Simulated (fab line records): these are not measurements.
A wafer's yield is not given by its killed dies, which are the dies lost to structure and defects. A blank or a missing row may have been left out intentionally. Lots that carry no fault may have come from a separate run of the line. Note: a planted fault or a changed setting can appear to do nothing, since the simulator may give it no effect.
Matching of chambers | flow sky130 | cmp-01 running SKY_CONTACT_CMP_04: 4 sister chambers
The step polishes SiO2. 16 wafers are shown with their chamber, then 8 later ones without.

## EACH WAFER AND ITS CHAMBER
wafer  | chamber | motor_current_A (A) | time_to_endpoint_s (s)
L440.3 | 3       | 11.5                | 82
L440.5 | 0       | 10.7                | 88
L440.6 | 1       | 13.0                | 87
L441.1 | 1       | 12.8                | 82
L441.2 | 3       | 11.7                | 82
L441.4 | 0       | 11.0                | 85
L447.3 | 0       | 11.5                | 77
L447.4 | 2       | 12.9                | 77
L447.6 | 0       | 11.1                | 78
L448.4 | 1       | 12.7                | 81
L448.5 | 2       | 13.2                | 75
L448.6 | 1       | 13.0                | 79
L450.1 | 3       | 11.1                | 81
L450.3 | 0       | 10.5                | 81
L450.6 | 3       | 11.7                | 80
L461.1 | 1       | 12.2                | 89

SIGNATURES (averages over the wafers above)
reading            | chamber 0 | chamber 1 | chamber 2 | chamber 3 | scatter within a chamber
motor_current_A    | 10.960    | 12.740    | 13.050    | 11.500    | 0.33
time_to_endpoint_s | 81.80     | 83.60     | 76.00     | 81.25     | 3.68
Rule: a wafer's distance from a chamber is the root of the sum, over the readings, of the square of ((its reading less the chamber's mean) divided by the reading's scatter). If the next closest chamber is less than 2 further off than the closest, the wafer can't be placed; otherwise it belongs to the closest. The scatter: the root of (the sum of the squares of (reading less its chamber's mean) over the shown wafers, divided by (wafers less chambers)).

## WAFERS WITH NO CHAMBER GIVEN
wafer  | motor_current_A (A) | time_to_endpoint_s (s)
L461.4 | 10.9                | 89
L461.6 | 12.0                | 87
L462.2 | 13.7                | 81
L462.4 | 10.8                | 86
L462.5 | 12.2                | 82
L463.4 | 11.1                | 83
L463.5 | 12.9                | 79
L463.6 | 11.1                | 84

## EACH ONE'S CHAMBER
wafer  | from the rows above          | in truth
L461.4 | can't be placed: 0 or 3      | 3
L461.6 | can't be placed: 3 or 1 or 0 | 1
L462.2 | can't be placed: 2 or 1      | 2
L462.4 | can't be placed: 0 or 3      | 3
L462.5 | can't be placed: 1 or 3 or 2 | 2
L463.4 | can't be placed: 0 or 3      | 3
L463.5 | can't be placed: 2 or 1      | 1
L463.6 | can't be placed: 0 or 3      | 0
Correctly placed: 0 of 8. Not placeable from these rows: 8 (in 8, the candidates include the true chamber). Wrongly placed: 0.
